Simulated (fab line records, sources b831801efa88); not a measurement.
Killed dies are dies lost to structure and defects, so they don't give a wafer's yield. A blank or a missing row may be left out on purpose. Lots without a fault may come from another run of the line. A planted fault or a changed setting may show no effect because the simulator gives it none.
fab line records | flow sky130
record lots=14 wafers=42 last_day=50
route steps=708 shown METAL2@503 VIA2@508 METAL3@534
lots that met no fault: from a run of the same line without faults
start_h: hours from the record's first day to the start of the lot's first wafer shown | wait_h: hours since the lot's step before | " the same as in the row above | L1.1+2: a row that stands for several wafers | - no value, or no start given | * or withheld: withheld | < > ~ a bound
route shown NAME@n: a module of which the file shows steps, and the number in the route of the first | usual: mean/standard deviation of fault-free wafers | same: alike in all rows | chamber/n: place in a boat | sites: the reading at each site | _std_site: their standard deviation | _edge_site: outer sites' mean less inner sites' | radius_mm: how far each site lies from the wafer's centre | mask NAME#n: copy n | behind: the tool/chamber that last shaped the wafer | hold: why the lot was held/for how many hours/how that ended | device: the transistor (n, p or np) that didn't switch | end of line: the same wafers' tests at the end of the route | a step without rows: its recipe alone | killed: dies lost to structure and defects at the first sort, not the wafer's yield | map: a wafer's dies, x killed, . not, _ none there
set.NAME: the setting as run; set.NAME@STEP: as run at that earlier step | model.NAME: the simulator's own value behind a step, which no gauge read
steps of the route over a sample of lots; a table a step, a row a wafer
services: from which hour (start_h, from the record's first day; less than 0 if before it) a tool's chamber was out of use, for how many hours, and why
## steps
# step SKY_METAL2_STRIP_20
# recipe chemistry=O2/N2 power_w=1400 pressure_mtorr=1500 platen_temp_c=withheld o2_flow_sccm=3000 n2_flow_sccm=300 overash_fraction=0.5
# usual drypump_motor_current_A=5.55/0.21 oes_product_au=0.341/0.0044 strip_time_to_endpoint_s=2.66/0.033
# columns lot.wafer tool chamber start_h wait_h drypump_motor_current_A oes_product_au rf_hours_counter_h strip_time_to_endpoint_s
L231.3 plasma_asher-04 1 818.42 0.1 5.80 0.346 - 2.72
L231.5 " 0 " " 5.78 0.341 - 2.67
L231.6 " 1 " " 5.76 0.349 - 2.73
L233.1 plasma_asher-04 1 834.76 0.1 5.75 0.339 41 2.69
L233.4 " 0 " " 5.81 0.342 - 2.69
L233.5 " 1 " " 5.77 0.343 - 2.69
L234.2 plasma_asher-02 1 847.96 0.1 5.52 0.349 10 2.66
L234.5 " 1 " " 5.54 0.349 - 2.57
L234.6 " 0 " " 5.65 0.341 - 2.61
L235.3 plasma_asher-03 0 861.85 0.1 5.42 0.342 - 2.69
L235.5 " 0 " " 5.42 0.342 - 2.72
L235.6 " 1 " " 5.17 0.342 - 2.64
L236.2 plasma_asher-02 1 863.31 0.1 5.52 0.341 11 2.61
L236.4 " 1 " " 5.53 0.342 - 2.61
L236.6 " 0 " " 5.67 0.341 - 2.65
L237.3 plasma_asher-03 1 870.75 0.1 5.14 0.340 - 2.63
L237.4 " 0 " " 5.44 0.343 - 2.68
L237.6 " 0 " " 5.44 0.345 - 2.63
L243.4 plasma_asher-03 1 923.05 0.1 5.12 0.343 - 2.70
L243.5 " 1 " " 5.12 0.346 - 2.64
L243.6 " 0 " " 5.42 0.342 - 2.69
L244.2 plasma_asher-04 1 928.54 0.1 5.77 0.338 51 2.68
L244.4 " 0 " " 5.82 0.341 - 2.65
L244.6 " 0 " " 5.81 0.334 - 2.62
L247.1 plasma_asher-02 0 940.83 0.1 5.66 0.341 19 2.65
L247.2 " 1 " " 5.52 0.335 19 2.66
L247.4 " 0 " " 5.64 0.347 - 2.65
L249.2 plasma_asher-02 0 959.71 0.1 5.63 0.344 21 2.66
L249.4 " 1 " " 5.53 0.339 - 2.66
L249.5 " 0 " " 5.69 0.339 - 2.66
L250.2 plasma_asher-02 1 963.56 0.1 5.53 0.342 22 2.63
L250.5 " 0 " " 5.67 0.341 - 2.66
L250.6 " 1 " " 5.52 0.340 - 2.66
L252.1 plasma_asher-02 1 979.17 0.1 5.53 0.354 23 2.70
L252.2 " 0 " " 5.66 0.340 23 2.69
L252.5 " 1 " " 5.52 0.334 - 2.68
L253.1 plasma_asher-02 0 983.97 0.1 5.63 0.342 24 2.68
L253.5 " 0 " " 5.65 0.339 - 2.72
L253.6 " 1 " " 5.52 0.347 - 2.69
L254.1 plasma_asher-02 0 984.96 0.1 5.67 0.344 24 2.65
L254.4 " 0 " " 5.65 0.339 - 2.67
L254.6 " 0 " " 5.64 0.340 - 2.67
# step SKY_VIA2_THK_MEAS_01
# recipe reads=SiO2_of_VIA2_HDPCVD_00
# usual VIA2_HDPCVD_THK=1182/12
# columns lot.wafer tool chamber start_h wait_h VIA2_HDPCVD_THK[nm]
L231.3 film_metro-01 - 819.13 0.1 1194
L231.5 " - " " 1198
L231.6 " - " " 1178
L233.1 film_metro-01 - 835.48 0.1 1203
L233.4 " - " " 1204
L233.5 " - " " 1195
L234.2 film_metro-01 - 848.69 0.1 1170
L234.5 " - " " 1178
L234.6 " - " " 1190
L235.3 film_metro-02 - 862.55 0.1 1186
L235.5 " - " " 1188
L235.6 " - " " 1177
L236.2 film_metro-04 - 864.04 0.1 1178
L236.4 " - " " 1174
L236.6 " - " " 1180
L237.3 film_metro-02 - 871.52 0.1 1190
L237.4 " - " " 1168
L237.6 " - " " 1181
L243.4 film_metro-04 - 923.77 0.0 1175
L243.5 " - " " 1193
L243.6 " - " " 1160
L244.2 film_metro-04 - 929.35 0.1 1194
L244.4 " - " " 1184
L244.6 " - " " 1191
L247.1 film_metro-02 - 941.59 0.1 1184
L247.2 " - " " 1179
L247.4 " - " " 1183
L249.2 film_metro-02 - 960.44 0.1 1196
L249.4 " - " " 1192
L249.5 " - " " 1168
L250.2 film_metro-04 - 964.29 0.1 1179
L250.5 " - " " 1170
L250.6 " - " " 1166
L252.1 film_metro-02 - 979.93 0.1 1178
L252.2 " - " " 1186
L252.5 " - " " 1179
L253.1 film_metro-04 - 984.68 0.1 1197
L253.5 " - " " 1208
L253.6 " - " " 1196
L254.1 film_metro-04 - 985.69 0.1 1169
L254.4 " - " " 1166
L254.6 " - " " 1184
# step SKY_VIA2_BOW_MEAS_03
# recipe mode=bow
# usual VIA2_BOW=87/7
# columns lot.wafer tool chamber start_h wait_h VIA2_BOW[um]
L231.3 film_metro-04 - 819.51 0.1 89
L231.5 " - " " 84
L231.6 " - " " 88
L233.1 film_metro-02 - 835.84 0.2 97
L233.4 " - " " 92
L233.5 " - " " 89
L234.2 film_metro-02 - 849.06 0.1 79
L234.5 " - " " 87
L234.6 " - " " 78
L235.3 film_metro-01 - 862.93 0.3 92
L235.5 " - " " 93
L235.6 " - " " 81
L236.2 film_metro-01 - 864.41 0.3 91
L236.4 " - " " 91
L236.6 " - " " 74
L237.3 film_metro-01 - 871.90 0.2 86
L237.4 " - " " 92
L237.6 " - " " 87
L243.4 film_metro-02 - 924.16 0.2 69
L243.5 " - " " 81
L243.6 " - " " 87
L244.2 film_metro-02 - 929.72 0.3 88
L244.4 " - " " 83
L244.6 " - " " 79
L247.1 film_metro-01 - 941.95 0.1 101
L247.2 " - " " 100
L247.4 " - " " 90
L249.2 film_metro-02 - 960.81 0.3 90
L249.4 " - " " 87
L249.5 " - " " 93
L250.2 film_metro-02 - 964.66 0.3 85
L250.5 " - " " 94
L250.6 " - " " 80
L252.1 film_metro-02 - 980.39 0.1 90
L252.2 " - " " 88
L252.5 " - " " 83
L253.1 film_metro-04 - 985.04 0.2 89
L253.5 " - " " 105
L253.6 " - " " 78
L254.1 film_metro-02 - 986.05 0.1 88
L254.4 " - " " 96
L254.6 " - " " 88
# step SKY_METAL3_SPUTTER_02
# recipe material=AlCu target_thk_nm=735 power_w=10600 time_s=39.1 chamber_pressure_pa=0.4
# usual cathode_dc_power_W=10600/1.9 chamber_pressure_pa=0.4000/0.00084 throttle_valve_pct=29.8/1
# columns lot.wafer tool chamber start_h wait_h cathode_dc_power_W chamber_pressure_pa throttle_valve_pct
L231.3 pvd_sputter-02 - 847.96 0.0 10602 0.4011 28.8
L231.5 " - " " 10599 0.3992 27.9
L231.6 " - " " 10599 0.4003 30.1
L233.1 pvd_sputter-04 - 864.19 0.0 10599 0.3994 28.2
L233.4 " - " " 10599 0.4015 29.7
L233.5 " - " " 10598 0.4012 29.8
L234.2 pvd_sputter-01 - 876.75 0.0 10598 0.4008 29.5
L234.5 " - " " 10601 0.3994 31.2
L234.6 " - " " 10599 0.4004 30.9
L235.3 pvd_sputter-01 - 889.99 0.0 10602 0.3994 29.1
L235.5 " - " " 10602 0.3986 29.0
L235.6 " - " " 10603 0.4005 31.1
L236.2 pvd_sputter-02 - 891.74 0.0 10598 0.3992 28.0
L236.4 " - " " 10599 0.4007 29.3
L236.6 " - " " 10600 0.4001 28.4
L237.3 pvd_sputter-04 - 899.61 0.0 10602 0.3984 31.1
L237.4 " - " " 10600 0.4003 30.6
L237.6 " - " " 10603 0.4006 30.4
L243.4 pvd_sputter-01 - 950.79 0.0 10599 0.4001 30.9
L243.5 " - " " 10597 0.4012 30.4
L243.6 " - " " 10600 0.4022 29.2
L244.2 pvd_sputter-01 - 955.75 0.0 10600 0.4013 31.1
L244.4 " - " " 10598 0.3999 30.7
L244.6 " - " " 10597 0.4002 29.1
L247.1 pvd_sputter-02 - 968.39 0.0 10600 0.3991 29.3
L247.2 " - " " 10598 0.3988 28.7
L247.4 " - " " 10599 0.3995 28.6
L249.2 pvd_sputter-02 - 985.94 0.0 - - -
L249.4 " - " " - - -
L249.5 " - " " - - -
L250.2 pvd_sputter-04 - 990.15 0.0 - - -
L250.5 " - " " - - -
L250.6 " - " " - - -
L252.1 pvd_sputter-02 - 1005.83 0.0 10601 0.3995 29.8
L252.2 " - " " 10600 0.3987 28.2
L252.5 " - " " 10599 0.3990 30.1
L253.1 pvd_sputter-02 - 1010.54 0.0 10600 0.3997 29.4
L253.5 " - " " 10603 0.4000 28.2
L253.6 " - " " 10600 0.4012 30.1
L254.1 pvd_sputter-04 - 1011.13 0.0 10599 0.3993 28.4
L254.4 " - " " 10605 0.3999 30.6
L254.6 " - " " 10599 0.4000 31.0
## services
# columns tool chamber start_h hours kind
plasma_asher-02 - 831.02 2.7 repair
pvd_sputter-02 - 1006.96 3.3 repair
## key
first_sign step=SKY_METAL3_SPUTTER_02 reading=tool_record direction=missing
effect none on later readings
met_at SKY_METAL3_SPUTTER_02
struck_lots L249,L250
later_rows_left_out L249.2,L249.4,L249.5,L250.2,L250.5,L250.6
sort_left_out L249.2,L249.4,L249.5,L250.2,L250.5,L250.6
not_acting_at SKY_METAL2_STRIP_20,SKY_VIA2_THK_MEAS_01,SKY_VIA2_BOW_MEAS_03
onset_between 968.39 985.94
fault kind=skipped_step_whole tool=pvd_sputter-02,pvd_sputter-04 chamber=- onset_h=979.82 steps=SKY_METAL3_SPUTTER_02 scope=struck_lots_only
# sort_left_out: the simulated sort isn't trusted on such a fault, so these wafers' sort isn't shown, and their yield isn't known
# later_rows_left_out: the simulator's readings of these wafers behind a module that went badly wrong aren't trusted and aren't shown, but for the sort
